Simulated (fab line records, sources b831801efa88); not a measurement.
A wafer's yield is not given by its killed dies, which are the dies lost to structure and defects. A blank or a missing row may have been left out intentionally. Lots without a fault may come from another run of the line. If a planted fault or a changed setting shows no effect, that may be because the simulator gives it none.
fab line records    flow sky130    part 1 of 2: steps 1 to 42 of 43
record lots=6  wafers=18  lastDay=50
route steps=708 shown VIA3@588 METAL4@598 CAP2M@603 PAD_OPEN@708
lots untouched by any fault: they come from a run of this same line in which no faults occurred
startH: the number of hours between the record's first day and the start of the first shown wafer of the lot    waitH: time in hours since the lot's previous step    " identical to the entry in the row above    L1.1+2: a single row standing in for several wafers    - either no value or no given start    * or withheld: withheld    < > ~ a bound
route shown NAME@n: names a module that has steps shown in the file, with the first one's number in the route    usual: mean/standard deviation of fault-free wafers    same: alike in all rows    chamber/n: place in a boat    sites: each site's reading    _std_site: the values' standard deviation    _edge_site: outer sites' mean less inner sites'    radiusMm: how far each site lies from the wafer's centre    mask NAME#n: copy n    behind: tool/chamber where the wafer was last shaped    hold: reason for holding the lot/hours on hold/outcome of the hold    device: whichever transistor did not switch (one of n, p or np)    end of line: the route-end tests of the same wafers    step lacking rows: just its recipe    killed: at the first sort, the dies lost to defects and structure; wafer yield is something else    map: a wafer's dies, x killed, . not, _ none there
set.NAME: the setting the step ran with; set.NAME@STEP: the setting that earlier step ran with    model.NAME: the simulator's own value behind a step, which no gauge read
lots seen at some steps along the route; tables by step, rows by wafer
services: the hour from which a tool's chamber was out of use, counted from the record's first day as startH (under 0 if before that day), plus the number of hours and why
## steps
# step SKY_VIA3_ETCH_15
# recipe target=SiO2  chemistry=C4F8/O2/Ar  targetDepthNm=507  stopOn=TiN  maskMaterial=KrF-thick  sourceW=1500  biasW=1200  pressureMtorr=40  c4f8FlowSccm=withheld  O2_flow_sccm=6  Ar_flow_sccm=300  timeS=78
# step SKY_VIA3_STRIP_16
# recipe chemistry=O2/N2  powerW=1400  pressureMtorr=1500  platenTempC=withheld  o2FlowSccm=3000  n2FlowSccm=300  overashFraction=0.5
# step SKY_VIA3_STRIP_17
# recipe chemistry=postEtchResidueRemover  timeS=1200  tempC=72.5
# step SKY_VIA3_CLEAN_18
# recipe chemistry=IPA  timeS=180  tempC=25
# step SKY_VIA3_CLEAN_19
# recipe chemistry=O3/DIW  dry=n2Spin
# step SKY_VIA3_SPUTTER_20
# recipe material=TiN  targetThkNm=20  chamberPressurePa=5  powerW=4000  timeS=80
# step SKY_VIA3_CVD_21
# recipe material=W  targetThkNm=390  timeS=117.31  tempC=400  pressureTorr=40
# step SKY_VIA3_RS_MEAS_22
# recipe thkMeasGauge=four-point-probe  reads=W_of_VIA3_CVD_21+TiN_of_VIA3_SPUTTER_20
# usual VIA3_W_RS=0.296/0.0036
lot.wafer  tool          chamber  startH   waitH  VIA3_W_RS[ohm/sq]
L579.4     filmMetro-03  -        935.14   0.1    0.293
L579.5     "             -        "        "      0.293
L579.6     "             -        "        "      0.291
L584.2     filmMetro-02  -        982.09   0.1    0.297
L584.3     "             -        "        "      0.294
L584.6     "             -        "        "      0.294
L585.3     filmMetro-03  -        991.50   0.1    0.292
L585.5     "             -        "        "      0.296
L585.6     "             -        "        "      0.293
L590.3     filmMetro-03  -        1024.82  0.1    0.302
L590.4     "             -        "        "      0.301
L590.6     "             -        "        "      0.301
L594.1     filmMetro-01  -        1055.39  0.1    0.302
L594.2     "             -        "        "      0.299
L594.4     "             -        "        "      0.305
L599.1     filmMetro-02  -        1069.31  0.1    0.301
L599.2     "             -        "        "      0.295
L599.5     "             -        "        "      0.295
# step SKY_VIA3_THK_MEAS_23
# recipe thkMeasGauge=xrf  reads=W_of_VIA3_CVD_21
# usual VIA3_W_THK=395/7.3
lot.wafer  tool          chamber  startH   waitH  VIA3_W_THK[nm]
L579.4     filmMetro-03  -        935.23   0.1    397
L579.5     "             -        "        "      396
L579.6     "             -        "        "      399
L584.2     filmMetro-02  -        982.20   0.1    404
L584.3     "             -        "        "      409
L584.6     "             -        "        "      404
L585.3     filmMetro-03  -        991.60   0.1    402
L585.5     "             -        "        "      395
L585.6     "             -        "        "      402
L590.3     filmMetro-03  -        1024.92  0.1    389
L590.4     "             -        "        "      387
L590.6     "             -        "        "      388
L594.1     filmMetro-01  -        1055.51  0.1    385
L594.2     "             -        "        "      388
L594.4     "             -        "        "      381
L599.1     filmMetro-02  -        1069.43  0.1    401
L599.2     "             -        "        "      411
L599.5     "             -        "        "      404
# step SKY_VIA3_CMP_24
# recipe stopOn=SiO2  tOverpolishS=20  downForcePsi=3.5  platenRpm=60  targetThkNm=0  padVelocityMS=0.94248
# usual motorCurrentA=10.1/0.97  overpolishRunS=20.000/0.0091  retainingRingPressureFrac=1.000/0.0058  slurryFlowMlMin=150.0/0.47  timeToEndpointS=93/3.7
# same tOverpolishS=20
lot.wafer  tool    chamber  startH   waitH  motorCurrentA  overpolishRunS  retainingRingPressureFrac  slurryFlowMlMin  timeToEndpointS
L579.4     cmp-01  3        935.31   0.1    9.1            19.993          1.004                      149.7            92
L579.5     "       2        "        "      10.3           19.983          1.013                      151.3            93
L579.6     "       3        "        "      8.8            19.990          1.008                      150.1            94
L584.3     cmp-01  1        982.25   0.0    11.5           20.000          0.996                      150.4            94
L584.2     "       0        "        "      9.3            20.004          0.999                      150.4            93
L584.6     "       2        "        "      9.6            20.000          0.994                      149.8            97
L585.3     cmp-01  1        991.69   0.1    12.0           19.991          1.001                      150.1            92
L585.5     "       0        "        "      9.2            19.992          0.996                      150.0            90
L585.6     "       1        "        "      12.0           19.982          1.000                      150.9            90
L590.3     cmp-01  2        1024.96  0.0    9.7            20.004          0.994                      150.0            88
L590.4     "       0        "        "      9.4            20.002          1.003                      149.8            87
L590.6     "       2        "        "      9.9            19.985          1.005                      150.6            91
L594.4     cmp-02  3        1055.57  0.0    9.1            20.032          1.004                      149.8            98
L594.1     "       1        "        "      10.9           19.991          0.991                      151.1            86
L594.2     "       2        "        "      11.3           20.008          0.991                      150.1            93
L599.1     cmp-01  3        1069.54  0.1    8.8            19.996          0.993                      150.3            88
L599.2     "       0        "        "      9.8            19.992          1.006                      150.1            87
L599.5     "       3        "        "      8.5            20.003          0.985                      149.9            93
# step SKY_METAL4_SPUTTER_00
# recipe material=Ti  targetThkNm=15  powerW=3000  timeS=10  chamberPressurePa=0.4
# step SKY_METAL4_SPUTTER_01
# recipe material=TiN  targetThkNm=20  powerW=6500  timeS=16.7  chamberPressurePa=0.4
# step SKY_METAL4_SPUTTER_02
# recipe material=AlCu  targetThkNm=735  powerW=10600  timeS=39.1  chamberPressurePa=0.4
# usual cathodeDcPowerW=10600/1.9  throttleValvePct=30.8/1.1
lot.wafer  tool           chamber  startH   waitH  cathodeDcPowerW  throttleValvePct
L579.4     pvdSputter-02  -        935.60   0.0    10600            31.3
L579.5     "              -        "        "      10599            30.1
L579.6     "              -        "        "      10603            30.4
L584.2     pvdSputter-04  -        982.60   0.0    10600            32.5
L584.3     "              -        "        "      10600            30.8
L584.6     "              -        "        "      10602            31.0
L585.3     pvdSputter-04  -        991.99   0.0    10601            32.4
L585.5     "              -        "        "      10600            29.6
L585.6     "              -        "        "      10600            31.1
L590.3     pvdSputter-02  -        1025.30  0.0    10601            31.3
L590.4     "              -        "        "      10599            29.1
L590.6     "              -        "        "      10599            30.1
L594.1     pvdSputter-02  -        1055.91  0.0    10600            29.9
L594.2     "              -        "        "      10598            30.9
L594.4     "              -        "        "      10603            31.2
L599.1     pvdSputter-03  -        1069.84  0.0    10600            29.8
L599.2     "              -        "        "      10601            30.6
L599.5     "              -        "        "      10600            30.5
# step SKY_METAL4_SPUTTER_03
# recipe material=Ti  targetThkNm=5  powerW=3000  timeS=3.3  chamberPressurePa=0.4
# usual cathodeDcPowerW=2999.9/0.55  throttleValvePct=30.8/1.1
lot.wafer  tool           chamber  startH   waitH  cathodeDcPowerW  throttleValvePct
L579.4     pvdSputter-02  -        935.64   0.0    2998.9           31.2
L579.5     "              -        "        "      3000.7           29.9
L579.6     "              -        "        "      2999.4           30.6
L584.2     pvdSputter-04  -        982.64   0.0    2999.5           32.4
L584.3     "              -        "        "      2999.9           30.9
L584.6     "              -        "        "      3001.0           31.1
L585.3     pvdSputter-04  -        992.02   0.0    2999.6           32.7
L585.5     "              -        "        "      2999.6           29.5
L585.6     "              -        "        "      2999.4           30.9
L590.3     pvdSputter-02  -        1025.34  0.0    2999.8           31.1
L590.4     "              -        "        "      3000.5           29.4
L590.6     "              -        "        "      2999.4           30.3
L594.1     pvdSputter-02  -        1055.95  0.0    2999.7           29.9
L594.2     "              -        "        "      2999.6           31.0
L594.4     "              -        "        "      3000.6           31.3
L599.1     pvdSputter-03  -        1069.88  0.0    3001.3           29.8
L599.2     "              -        "        "      2999.2           30.4
L599.5     "              -        "        "      2999.0           30.4
# step SKY_METAL4_SPUTTER_04
# recipe material=TiN  targetThkNm=70  powerW=6500  timeS=58.3  chamberPressurePa=0.4
# usual cathodeDcPowerW=6499.9/1.3  throttleValvePct=30.8/1.1
lot.wafer  tool           chamber  startH   waitH  cathodeDcPowerW  throttleValvePct
L579.4     pvdSputter-02  -        935.66   0.0    6499.9           31.0
L579.5     "              -        "        "      6503.5           29.9
L579.6     "              -        "        "      6500.3           30.2
L584.2     pvdSputter-04  -        982.66   0.0    6499.8           32.4
L584.3     "              -        "        "      6500.6           31.0
L584.6     "              -        "        "      6499.1           30.9
L585.3     pvdSputter-04  -        992.04   0.0    6501.2           32.6
L585.5     "              -        "        "      6501.1           29.4
L585.6     "              -        "        "      6500.8           31.1
L590.3     pvdSputter-02  -        1025.36  0.0    6501.8           31.1
L590.4     "              -        "        "      6496.7           29.2
L590.6     "              -        "        "      6498.9           30.4
L594.1     pvdSputter-02  -        1055.97  0.0    6500.1           29.8
L594.2     "              -        "        "      6502.4           30.8
L594.4     "              -        "        "      6500.0           31.2
L599.1     pvdSputter-03  -        1069.89  0.0    6501.3           29.9
L599.2     "              -        "        "      6498.5           30.3
L599.5     "              -        "        "      6501.9           30.3
# step SKY_CAP2M_CVD_00
# recipe material=SiO2  targetThkNm=15.5  tempC=400  timeS=withheld  rfW=450
# step SKY_CAP2M_THK_MEAS_01
# recipe reads=SiO2_of_CAP2M_CVD_00
# usual CAP2M_CVD_00_THK=15.54/0.22
lot.wafer  tool          chamber  startH   waitH  CAP2M_CVD_00_THK[nm]
L579.4     filmMetro-01  -        935.76   -      15.41
L579.5     "             -        "        "      15.47
L579.6     "             -        "        "      15.30
L584.2     filmMetro-03  -        982.74   -      15.37
L584.3     "             -        "        "      15.57
L584.6     "             -        "        "      15.54
L585.3     filmMetro-01  -        992.13   -      15.60
L585.5     "             -        "        "      15.88
L585.6     "             -        "        "      15.96
L590.3     filmMetro-01  -        1025.45  -      15.33
L590.4     "             -        "        "      15.87
L590.6     "             -        "        "      15.40
L594.1     filmMetro-01  -        1056.04  -      15.51
L594.2     "             -        "        "      15.51
L594.4     "             -        "        "      15.86
L599.1     filmMetro-01  -        1069.96  -      15.15
L599.2     "             -        "        "      15.03
L599.5     "             -        "        "      15.39
# step SKY_CAP2M_SPUTTER_02
# recipe material=TiN  targetThkNm=200  tempC=300  powerW=6500  timeS=166.7  chamberPressurePa=0.4
# step SKY_CAP2M_RS_MEAS_03
# recipe thkMeasGauge=four-point-probe  reads=TiN_of_CAP2M_SPUTTER_02
# usual CAP2M_TIN_RS=6.88/0.075
lot.wafer  tool          chamber  startH   waitH  CAP2M_TIN_RS[ohm/sq]
L579.4     filmMetro-01  -        935.96   0.1    6.77
L579.5     "             -        "        "      6.77
L579.6     "             -        "        "      6.78
L584.2     filmMetro-04  -        982.92   0.1    6.83
L584.3     "             -        "        "      6.80
L584.6     "             -        "        "      6.83
L585.3     filmMetro-03  -        992.32   0.1    6.85
L585.5     "             -        "        "      6.92
L585.6     "             -        "        "      6.98
L590.3     filmMetro-03  -        1025.64  0.1    6.85
L590.4     "             -        "        "      6.83
L590.6     "             -        "        "      6.78
L594.1     filmMetro-04  -        1056.21  0.1    6.82
L594.2     "             -        "        "      7.02
L594.4     "             -        "        "      6.96
L599.1     filmMetro-03  -        1070.13  0.1    6.83
L599.2     "             -        "        "      6.83
L599.5     "             -        "        "      6.83
# step SKY_CAP2M_THK_MEAS_04
# recipe thkMeasGauge=xrf  reads=TiN_of_CAP2M_SPUTTER_02
# usual CAP2M_TIN_THK=199.6/2.3
lot.wafer  tool          chamber  startH   waitH  CAP2M_TIN_THK[nm]
L579.4     filmMetro-01  -        936.05   0.1    201.6
L579.5     "             -        "        "      202.0
L579.6     "             -        "        "      200.7
L584.2     filmMetro-04  -        983.03   0.1    200.2
L584.3     "             -        "        "      202.4
L584.6     "             -        "        "      201.8
L585.3     filmMetro-03  -        992.42   0.1    201.6
L585.5     "             -        "        "      200.1
L585.6     "             -        "        "      198.5
L590.3     filmMetro-03  -        1025.74  0.1    202.5
L590.4     "             -        "        "      202.3
L590.6     "             -        "        "      203.8
L594.1     filmMetro-04  -        1056.33  0.1    200.0
L594.2     "             -        "        "      195.4
L594.4     "             -        "        "      196.5
L599.1     filmMetro-03  -        1070.25  0.1    200.9
L599.2     "             -        "        "      202.0
L599.5     "             -        "        "      201.5
# step SKY_CAP2M_DEHYDRATE_05
# recipe tempC=200  timeS=60
# step SKY_CAP2M_HMDS_06
# recipe primeTimeS=60  primeTempC=120
# step SKY_CAP2M_COAT_07
# recipe resist=NOVOLAK  spinRpm=3000  resistThkNm=1126
# step SKY_CAP2M_SOFTBAKE_08
# recipe tempC=90  timeS=60  resist=NOVOLAK
# step SKY_CAP2M_EXPOSE_09
# recipe maskId=CAP2M  na=0.6  sourceShape=conventional  sigmaOuter=0.6  polarization=unpolarized  targetCdNm=1000  doseMj=159
# step SKY_CAP2M_PEB_10
# recipe tempC=withheld  timeS=*  resist=NOVOLAK
# step SKY_CAP2M_DEVELOP_11
# recipe resist=NOVOLAK  developer=TMAH  developTimeS=58.75  devTempC=23
# step SKY_CAP2M_OVL_MEAS_12
# usual CAP2M_OVL=-0.1/1.4
lot.wafer  tool        chamber  startH   waitH  CAP2M_OVL[nm]
L579.4     overlay-02  -        959.06   0.1    0.8
L579.5     "           -        "        "      0.2
L579.6     "           -        "        "      1.8
L584.2     overlay-02  -        1005.55  0.1    0.0
L584.3     "           -        "        "      -2.0
L584.6     "           -        "        "      -0.8
L585.3     overlay-02  -        1015.10  0.1    0.6
L585.5     "           -        "        "      1.9
L585.6     "           -        "        "      -0.2
L590.3     overlay-01  -        1047.15  0.1    0.8
L590.4     "           -        "        "      2.3
L590.6     "           -        "        "      1.4
L594.1     overlay-01  -        1076.94  0.1    -2.0
L594.2     "           -        "        "      0.1
L594.4     "           -        "        "      -0.7
L599.1     overlay-02  -        1090.88  0.1    -2.3
L599.2     "           -        "        "      0.0
L599.5     "           -        "        "      -1.5
# step SKY_CAP2M_METAL_ETCH_13
# recipe targetDepthNm=220  stopOn=SiO2  chemistry=Cl2/BCl3  target=TiN  pressureMtorr=10  icpW=900  biasW=48.5  Cl2_flow_sccm=60  bcl3FlowSccm=30  timeS=62.9
# usual biasW=48.50/0.15  drypumpMotorCurrentA=5.7/0.54  oesProductAu=0.944/0.007  throttleValvePct=21.900/0.01
lot.wafer  tool         chamber  startH   waitH  biasW  drypumpMotorCurrentA  oesProductAu  rfHoursCounterH  throttleValvePct
L579.4     rieMetal-02  1        959.10   0.0    48.50  5.7                   0.957         -                21.893
L579.5     "            1        "        "      48.57  5.7                   0.956         -                21.887
L579.6     "            0        "        "      48.66  4.8                   0.957         -                21.891
L584.2     rieMetal-04  1        1005.58  0.0    48.40  6.0                   0.944         19               21.908
L584.3     "            1        "        "      48.73  6.0                   0.946         -                21.901
L584.6     "            0        "        "      48.27  6.1                   0.941         -                21.888
L585.3     rieMetal-01  0        1015.15  0.0    48.61  6.4                   0.944         -                21.899
L585.5     "            1        "        "      48.56  5.2                   0.945         -                21.890
L585.6     "            0        "        "      48.61  6.4                   0.942         -                21.911
L590.3     rieMetal-02  1        1047.20  0.0    48.18  5.7                   0.946         -                21.905
L590.4     "            0        "        "      48.74  4.8                   0.948         -                21.888
L590.6     "            1        "        "      48.42  5.7                   0.955         -                21.903
L594.1     rieMetal-02  1        1076.98  0.0    48.69  5.7                   0.943         17               21.893
L594.2     "            0        "        "      48.55  4.8                   0.935         7                21.907
L594.4     "            1        "        "      48.73  5.7                   0.932         -                21.907
L599.1     rieMetal-02  0        1090.91  0.0    48.67  4.8                   0.945         7                21.884
L599.2     "            1        "        "      48.44  5.7                   0.942         18               21.886
L599.5     "            0        "        "      48.48  4.8                   0.949         -                21.894
# step SKY_CAP2M_STRIP_14
# recipe chemistry=O2/N2  powerW=1400  pressureMtorr=1500  platenTempC=withheld  o2FlowSccm=3000  n2FlowSccm=300  overashFraction=0.5
# usual drypumpMotorCurrentA=5.7/0.46  oesProductAu=0.710/0.0047  stripTimeToEndpointS=12.52/0.044
lot.wafer  tool            chamber  startH   waitH  drypumpMotorCurrentA  oesProductAu  rfHoursCounterH  stripTimeToEndpointS
L579.4     plasmaAsher-02  0        959.19   0.1    5.1                   0.703         -                12.55
L579.5     "               0        "        "      5.1                   0.707         -                12.54
L579.6     "               1        "        "      5.2                   0.709         -                12.56
L584.2     plasmaAsher-04  1        1005.66  0.1    5.6                   0.711         26               12.57
L584.3     "               0        "        "      6.2                   0.708         -                12.59
L584.6     "               1        "        "      5.6                   0.710         -                12.54
L585.3     plasmaAsher-04  0        1015.24  0.1    6.2                   0.701         -                12.46
L585.5     "               1        "        "      5.6                   0.707         -                12.45
L585.6     "               0        "        "      6.2                   0.708         -                12.50
L590.3     plasmaAsher-04  1        1047.29  0.1    5.5                   0.715         -                12.54
L590.4     "               0        "        "      6.3                   0.710         -                12.46
L590.6     "               0        "        "      6.2                   0.711         -                12.54
L594.1     plasmaAsher-04  1        1077.06  0.1    5.6                   0.715         33               12.53
L594.2     "               0        "        "      6.2                   0.705         33               12.49
L594.4     "               1        "        "      5.6                   0.710         -                12.55
L599.1     plasmaAsher-02  1        1090.99  0.1    5.2                   0.709         3                12.49
L599.2     "               0        "        "      5.1                   0.705         3                12.51
L599.5     "               1        "        "      5.2                   0.712         -                12.49
# step SKY_CAP2M_STRIP_15
# recipe chemistry=postEtchResidueRemover  timeS=1200  tempC=72.5
# step SKY_CAP2M_CLEAN_16
# recipe chemistry=IPA  timeS=180  tempC=25
# step SKY_CAP2M_CLEAN_17
# recipe chemistry=O3/DIW  dry=n2Spin
# step SKY_METAL4_DEHYDRATE_05
# recipe tempC=200  timeS=60
# step SKY_METAL4_HMDS_06
# recipe primeTimeS=60  primeTempC=120
# step SKY_METAL4_COAT_07
# recipe resist=BARC  tempC=withheld  timeS=withheld  spinRpm=3000  resistThkNm=60
# step SKY_METAL4_COAT_08
# recipe resist=KrF-thick  spinRpm=3000  resistThkNm=1140
# step SKY_METAL4_SOFTBAKE_09
# recipe tempC=100  timeS=90  resist=KrF-thick
# step SKY_METAL4_EXPOSE_10
# recipe maskId=MM4  na=0.68  sourceShape=annular  sigmaInner=0.4  sigmaOuter=0.8  targetCdNm=300  doseMj=28
# step SKY_METAL4_PEB_11
# recipe pebTempC=withheld  pebTimeS=withheld  resist=KrF-thick
# step SKY_METAL4_DEVELOP_12
# recipe developTimeS=60  resist=KrF-thick  devTempC=21
# step SKY_METAL4_CD_MEAS_13
# recipe targetCdNm=300
# usual cdNm=300.2/1.4
lot.wafer  tool      chamber  startH   waitH  cdNm
L579.4     cdSem-01  -        984.00   -      298.5
L579.5     "         -        "        "      298.8
L579.6     "         -        "        "      299.4
L584.2     cdSem-01  -        1029.40  -      300.5
L584.3     "         -        "        "      300.3
L584.6     "         -        "        "      300.0
L585.3     cdSem-02  -        1038.68  -      301.2
L585.5     "         -        "        "      301.0
L585.6     "         -        "        "      302.4
L590.3     cdSem-01  -        1069.92  -      297.8
L590.4     "         -        "        "      296.9
L590.6     "         -        "        "      298.4
L594.1     cdSem-02  -        1097.73  -      298.1
L594.2     "         -        "        "      299.0
L594.4     "         -        "        "      297.0
L599.1     cdSem-01  -        1112.18  -      298.6
L599.2     "         -        "        "      299.1
L599.5     "         -        "        "      299.0
